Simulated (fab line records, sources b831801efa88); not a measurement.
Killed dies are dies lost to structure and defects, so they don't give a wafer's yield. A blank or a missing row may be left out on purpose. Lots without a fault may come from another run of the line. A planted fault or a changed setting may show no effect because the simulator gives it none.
Which tool did it? | flow gf180mcu | 6 lots, 18 wafers sampled, at 3 steps of a route of 602

WHAT THE GAUGES READ, wafer by wafer
GF_NWELL_TW_MEAS_11.
lot  | measured    | on            | NWELL_TW
L229 | day 3 14:17 | film_metro-04 | 1557 1561 1572
L231 | day 3 23:11 | film_metro-04 | 1558 1560 1559
L234 | day 4 15:13 | film_metro-01 | 1545 1545 1537
L238 | day 5 13:29 | film_metro-01 | 1537 1539 1540
L244 | day 6 23:03 | film_metro-02 | 1596 1601 1591
L248 | day 7 20:35 | film_metro-04 | 1452 1445 1451

WHICH TOOL RAN EACH LOT (tool, then ch and the chambers of the sampled wafers, then the start)
lot  | GF_STI_STRIP_15                     | GF_NWELL_IMPLANT_08
L229 | plasma_asher-04 ch 0,1, day 2 06:37 | implanter-02 ch 0, day 3 13:55
L231 | plasma_asher-04 ch 0,1, day 2 16:47 | implanter-02 ch 0, day 3 22:47
L234 | plasma_asher-02 ch 0,1, day 3 07:51 | implanter-01 ch 0, day 4 14:50
L238 | plasma_asher-04 ch 0,1, day 4 04:46 | implanter-01 ch 0, day 5 13:05
L244 | plasma_asher-03 ch 0,1, day 5 11:25 | implanter-01 ch 0, day 6 22:41
L248 | plasma_asher-02 ch 0,1, day 6 08:22 | implanter-02 ch 0, day 7 20:11
- GF_STI_STRIP_15: strips in O2/N2.
- GF_NWELL_IMPLANT_08

THE ANSWER, worked out from the rows above alone
Rule: what is usual is taken from the lots themselves. Put in order of their means at a reading, lots are off if they are a third of the lots or fewer, leave a main group of 4 or more, and stand apart from it by a gap of 3 or more times the standard deviation of the main group's means; of several such gaps the widest counts. A main group whose means are all the same, to the digits that the tables above print for the reading, isn't used. A lot without any number at a reading at which 4 lots or more have one is off too. The other lots that the step has rows for count as sound.
Off: L248, at GF_NWELL_TW_MEAS_11 (NWELL_TW). The main group: mean 1560, standard deviation 20.
A tool fits if, at a process step before that reading, it ran every lot that is off, and no sound lot after the first of them. The gauges at GF_NWELL_TW_MEAS_11 are tried like those tools. Can't be told from this: 3 tools fit, plasma_asher-02 at GF_STI_STRIP_15, implanter-02 at GF_NWELL_IMPLANT_08, film_metro-04 at GF_NWELL_TW_MEAS_11.

WHAT THE SIMULATOR HAD PUT IN
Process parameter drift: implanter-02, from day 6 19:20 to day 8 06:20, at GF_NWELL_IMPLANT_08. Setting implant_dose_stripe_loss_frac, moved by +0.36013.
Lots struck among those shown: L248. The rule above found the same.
